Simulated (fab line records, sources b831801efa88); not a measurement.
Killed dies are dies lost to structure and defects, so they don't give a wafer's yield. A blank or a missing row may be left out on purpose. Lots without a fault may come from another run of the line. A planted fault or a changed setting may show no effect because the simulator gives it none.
fab line records | flow sfq_line
record lots=6 wafers=16 last_day=77
route steps=325 shown M3@132 I3@133
lots that met no fault: from a run of the same line without faults
start_h: hours from the record's first day to the start of the lot's first wafer shown | wait_h: hours since the lot's step before | " the same as in the row above | L1.1+2: a row that stands for several wafers | - no value, or no start given | * or withheld: withheld | < > ~ a bound
route shown NAME@n: a module of which the file shows steps, and the number in the route of the first | usual: mean/standard deviation of fault-free wafers | same: alike in all rows | chamber/n: place in a boat | sites: the reading at each site | _std_site: their standard deviation | _edge_site: outer sites' mean less inner sites' | radius_mm: how far each site lies from the wafer's centre | mask NAME#n: copy n | behind: the tool/chamber that last shaped the wafer | hold: why the lot was held/for how many hours/how that ended | device: the transistor (n, p or np) that didn't switch | end of line: the same wafers' tests at the end of the route | a step without rows: its recipe alone | killed: dies lost to structure and defects at the first sort, not the wafer's yield | map: a wafer's dies, x killed, . not, _ none there
set.NAME: the setting as run; set.NAME@STEP: as run at that earlier step | model.NAME: the simulator's own value behind a step, which no gauge read
lots at some steps of the route; a table a step, a row a wafer
services: from which hour (start_h, from the record's first day; less than 0 if before it) a tool's chamber was out of use, for how many hours, and why
## steps
# step SFQ_TRILAYER_M3_STRIP_SOLV_CLEAN_080
# recipe chemistry=NMP temp_c=70 time_s=600
# step SFQ_TRILAYER_I3_DEP_PECVD_081
# recipe material=SiO2 temp_c=150 time_s=111.11 pressure_torr=2.4 rf_w=183.3 precursor=SiH4/N2O target_thk_nm=500
# usual heater_power_w=79/15 throttle_valve_pct=24.7/1.1
# columns lot.wafer tool chamber start_h wait_h heater_power_w throttle_valve_pct
L114.2 pecvd-03 1 663.50 0.0 91 23.9
L114.4 " 1 " " 90 23.8
L114.5 " 2 " " 83 24.4
L115.3 pecvd-02 0 670.52 0.0 67 23.8
L115.4 " 2 " " 95 23.2
L115.5 " 0 " " 72 23.6
L119.3 pecvd-03 0 694.63 0.0 85 25.5
L119.5 " 2 " " 88 24.4
L124.1 pecvd-03 0 732.31 0.0 96 25.5
L124.3 " 2 " " 83 24.7
L131.3 pecvd-02 0 783.90 0.0 62 24.2
L131.4 " 2 " " 100 23.5
L131.6 " 0 " " 67 24.0
L134.1 pecvd-02 0 798.30 0.0 70 24.2
L134.2 " 1 " " 57 24.7
L134.3 " 2 " " 100 23.3
# step SFQ_TRILAYER_I3_CMP_CMP_082
# recipe material=SiO2 down_force_psi=3 platen_rpm=60 pad_velocity_m_s=0.94248
# usual motor_current_A=10.0/0.85 slurry_flow_ml_min=150.0/0.44 time_to_endpoint_s=215/9.4
# columns lot.wafer tool chamber start_h wait_h motor_current_A slurry_flow_ml_min time_to_endpoint_s
L114.2 cmp-02 3 677.40 13.9 11.6 150.4 223
L114.4 " 0 " " 9.8 150.2 223
L114.5 " 1 " " 8.7 149.8 215
L115.4 cmp-01 3 684.23 13.6 9.1 150.1 208
L115.3 " 1 685.23 14.7 9.8 149.9 187
L115.5 " 2 " " 10.0 149.6 212
L119.3 cmp-02 0 709.90 15.2 9.8 150.6 218
L119.5 " 3 711.40 16.7 11.3 149.7 226
L124.3 cmp-02 0 761.40 29.1 9.7 150.1 222
L124.1 " 1 " " 8.9 150.2 201
L131.3 cmp-01 1 829.90 46.0 8.9 149.5 196
L131.4 " 2 " " 9.9 150.2 220
L131.6 " 3 " " 9.4 150.2 196
L134.2 cmp-02 2 839.34 41.0 10.4 149.1 221
L134.1 " 3 " " 11.8 149.5 210
L134.3 " 1 840.84 42.5 8.3 150.5 206
# step SFQ_I3_BOW_MEAS_922
# recipe mode=bow
# usual I3_BOW=2/9.1
# columns lot.wafer tool chamber start_h wait_h I3_BOW[um]
L114.2 film_metro-02 - 679.42 1.5 -6
L114.4 " - " " -12
L114.5 " - " " -5
L115.3 film_metro-03 - 686.77 1.0 -8
L115.4 " - " " -5
L115.5 " - " " -4
L119.3 film_metro-03 - 712.44 2.0 -8
L119.5 " - " " 1
L124.1 film_metro-04 - 763.40 1.0 -12
L124.3 " - " " -18
L131.3 film_metro-03 - 831.94 1.5 12
L131.4 " - " " 8
L131.6 " - " " 11
L134.1 film_metro-03 - 842.34 2.0 8
L134.2 " - " " -11
L134.3 " - " " 12
# step SFQ_TRILAYER_I3_METRO_MEASURE_083
# usual thk_nm=200.3/1.3
# columns lot.wafer tool chamber start_h wait_h thk_nm
L114.2 film_metro-02 - 679.72 0.3 200.1
L114.4 " - " " 201.2
L114.5 " - " " 200.2
L115.3 film_metro-03 - 687.25 0.5 199.2
L115.4 " - " " 198.4
L115.5 " - " " 202.0
L119.3 film_metro-03 - 712.92 0.5 201.7
L119.5 " - " " 200.6
L124.1 film_metro-04 - 763.52 0.1 200.5
L124.3 " - " " 202.5
L131.3 film_metro-03 - 832.42 0.5 198.8
L131.4 " - " " 201.7
L131.6 " - " " 199.8
L134.1 film_metro-03 - 842.46 0.1 199.6
L134.2 " - " " 201.7
L134.3 " - " " 198.6
# step SFQ_TRILAYER_I3_VIA_LITHO_COAT_090
# recipe resist=BARC spin_rpm=3000 resist_thk_nm=62
# step SFQ_TRILAYER_I3_VIA_LITHO_COAT_085
# recipe resist=KrF spin_rpm=3000 resist_thk_nm=650
# step SFQ_TRILAYER_I3_VIA_LITHO_SOFTBAKE_089
# recipe temp_c=withheld time_s=withheld resist=KrF
# step SFQ_TRILAYER_I3_VIA_LITHO_EXPOSE_086
# recipe mask_id=I3 na=0.6 source_shape=conventional sigma_outer=0.65 target_cd_nm=500 dose_mj=21.3
# step SFQ_TRILAYER_I3_VIA_LITHO_PEB_088
# recipe peb_temp_c=115 peb_time_s=60 resist=KrF
# step SFQ_TRILAYER_I3_VIA_LITHO_DEVELOP_087
# recipe time_s=60 resist=KrF
# step SFQ_I3_OVL_MEAS_923
# usual I3_OVL=-4/5
# columns lot.wafer tool chamber start_h wait_h I3_OVL[nm]
L114.2 overlay-01 - 752.91 0.1 -6
L114.4 " - " " -4
L114.5 " - " " -9
L115.3 overlay-01 - 758.91 0.1 7
L115.4 " - " " 1
L115.5 " - " " 5
L119.3 overlay-02 - 778.11 0.1 -11
L119.5 " - " " -18
L124.1 overlay-02 - 815.10 0.1 -5
L124.3 " - " " -3
L131.3 overlay-02 - 871.03 0.1 -4
L131.4 " - " " -4
L131.6 " - " " -7
L134.1 overlay-01 - 883.02 0.1 7
L134.2 " - " " -1
L134.3 " - " " 1
# step SFQ_TRILAYER_I3_VIA_BARC_OPEN_VIA_ETCH_121
# recipe mask_material=PR chemistry=O2 target_depth_nm=125 target=BARC source_w=500 bias_w=80 pressure_mtorr=30 time_s=41.7
# usual drypump_motor_current_A=5.84/0.28 oes_product_au=0.685/0.0051
# columns lot.wafer tool chamber start_h wait_h drypump_motor_current_A oes_product_au rf_hours_counter_h model.KrF_of_TRILAYER_I3_VIA_LITHO_COAT_085.thk_nm
L114.2 rie_diel-04 2 752.94 0.0 5.87 0.688 17 575.1
L114.4 " 0 " " 5.71 0.680 3 574.8
L114.5 " 2 " " 5.86 0.681 - 576.5
L115.3 rie_diel-03 2 758.94 0.0 5.96 0.690 8 575.4
L115.4 " 1 " " 6.10 0.684 0 574.5
L115.5 " 0 " " 5.95 0.684 - 573.3
L119.3 rie_diel-03 3 778.14 0.0 5.25 0.678 6 594.7
L119.5 " 1 " " 6.10 0.676 - 595.3
L124.1 rie_diel-03 2 815.14 0.0 5.94 0.693 9 575.2
L124.3 " 1 " " 6.11 0.685 1 596.2
L131.3 rie_diel-04 3 871.05 0.0 5.83 0.674 7 569.4
L131.4 " 1 " " 5.77 0.680 7 571
L131.6 " 3 " " 5.82 0.690 - 570.6
L134.1 rie_diel-02 1 883.05 0.0 6.09 0.690 13 576
L134.2 " 2 " " 6.15 0.695 11 572.6
L134.3 " 0 " " 6.01 0.692 1 573.3
# step SFQ_TRILAYER_I3_VIA_ETCH_VIA_ETCH_088
# recipe target=SiO2 stop_on=Nb mask_material=PR taper_deg=20 chemistry=CHF3 target_depth_nm=260 source_w=500 bias_w=80 pressure_mtorr=30 time_s=withheld
# usual drypump_motor_current_A=5.84/0.28 oes_product_au=0.855/0.0053
# columns lot.wafer tool chamber start_h wait_h drypump_motor_current_A oes_product_au model.KrF_of_TRILAYER_I3_VIA_LITHO_COAT_085.thk_nm
L114.2 rie_diel-04 2 752.98 0.0 5.85 0.856 529.4
L114.4 " 0 " " 5.73 0.855 529
L114.5 " 2 " " 5.85 0.852 531
L115.3 rie_diel-03 2 758.98 0.0 5.91 0.858 530.7
L115.4 " 1 " " 6.11 0.861 530
L115.5 " 0 " " 5.96 0.867 526.4
L119.3 rie_diel-03 3 778.18 0.0 5.23 0.860 551.1
L119.5 " 1 " " 6.09 0.852 551.2
L124.1 rie_diel-03 2 815.18 0.0 5.92 0.857 531.6
L124.3 " 1 " " 6.10 0.858 552
L131.3 rie_diel-04 3 871.09 0.0 5.83 0.855 523.9
L131.4 " 1 " " 5.79 0.866 526.9
L131.6 " 3 " " 5.83 0.860 525.6
L134.1 rie_diel-02 1 883.09 0.0 6.09 0.850 533
L134.2 " 2 " " 6.14 0.858 527.2
L134.3 " 0 " " 5.99 0.856 528
# step SFQ_TRILAYER_I3_VIA_STRIP_STRIP_089
# recipe gas=O2 power_w=200 platen_temp_c=40 overash_fraction=0.65 chemistry=O2 pressure_mtorr=50
# usual drypump_motor_current_A=5.5/0.39 oes_product_au=1.010/0.012
# columns lot.wafer tool chamber start_h wait_h drypump_motor_current_A oes_product_au rf_hours_counter_h
L114.2 rie_metal-04 0 753.09 - 6.0 0.997 41
L114.4 " 0 " " 6.0 1.002 -
L114.5 " 1 " " 5.8 1.011 -
L115.3 rie_metal-03 1 759.29 - 5.3 1.014 -
L115.4 " 0 " " 5.1 1.014 -
L115.5 " 1 " " 5.3 1.011 -
L119.3 rie_metal-04 0 778.49 - 6.0 0.995 -
L119.5 " 0 " " 6.0 1.000 -
L124.1 rie_metal-03 0 815.29 - 5.1 1.017 58
L124.3 " 0 " " 5.1 1.026 -
L131.3 rie_metal-03 1 871.41 - 5.3 1.011 -
L131.4 " 0 " " 5.1 1.022 -
L131.6 " 0 " " 5.1 1.019 -
L134.1 rie_metal-01 0 883.21 - 5.0 1.011 148
L134.2 " 1 " " 5.8 1.000 133
L134.3 " 0 " " 5.0 1.002 -
## services
# columns tool chamber start_h hours kind
pecvd-03 - 645.66 5.5 pm
rie_diel-02 0 660.54 5.4 repair
rie_diel-04 0 672.18 18.7 repair
rie_diel-03 - 678.38 0.4 repair
cmp-01 - 679.81 0.7 repair
film_metro-03 - 696.65 0.5 pm
cmp-02 - 714.28 0.7 repair
pecvd-02 2 724.38 23.2 repair
rie_diel-02 1 725.98 27.8 repair
rie_diel-03 0 734.08 5.2 repair
cmp-01 - 749.73 4.0 pm
pecvd-03 - 755.56 2.8 pm
pecvd-02 - 759.76 6.0 pm
rie_metal-03 - 761.45 0.2 repair
cmp-02 - 775.40 3.7 pm
film_metro-03 - 797.91 0.1 pm
cmp-02 - 809.15 6.2 pm
pecvd-03 2 809.44 5.0 repair
pecvd-02 - 817.98 0.6 repair
pecvd-03 0 819.18 5.1 repair
rie_diel-04 0 820.00 5.7 repair
pecvd-02 - 840.80 1.2 repair
pecvd-03 - 841.93 0.8 repair
film_metro-03 - 858.37 3.0 pm
## key
first_sign none at tools or gauges
model_effect step=SFQ_TRILAYER_I3_VIA_BARC_OPEN_VIA_ETCH_121 value=KrF_of_TRILAYER_I3_VIA_LITHO_COAT_085.thk_nm without=573.5 struck=595.4
model_effect step=SFQ_TRILAYER_I3_VIA_ETCH_VIA_ETCH_088 value=KrF_of_TRILAYER_I3_VIA_LITHO_COAT_085.thk_nm without=529.6 struck=551.5
met_at SFQ_TRILAYER_I3_VIA_BARC_OPEN_VIA_ETCH_121
struck_wafers L119.3,L119.5,L124.3
onset_between 758.94 778.14
fault kind=process_parameter_drift tool=rie_diel-03 chamber=- onset_h=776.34 steps=SFQ_TRILAYER_I3_VIA_BARC_OPEN_VIA_ETCH_121 channel=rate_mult offset=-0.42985 shape=step end_h=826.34 scope=struck_wafers_only
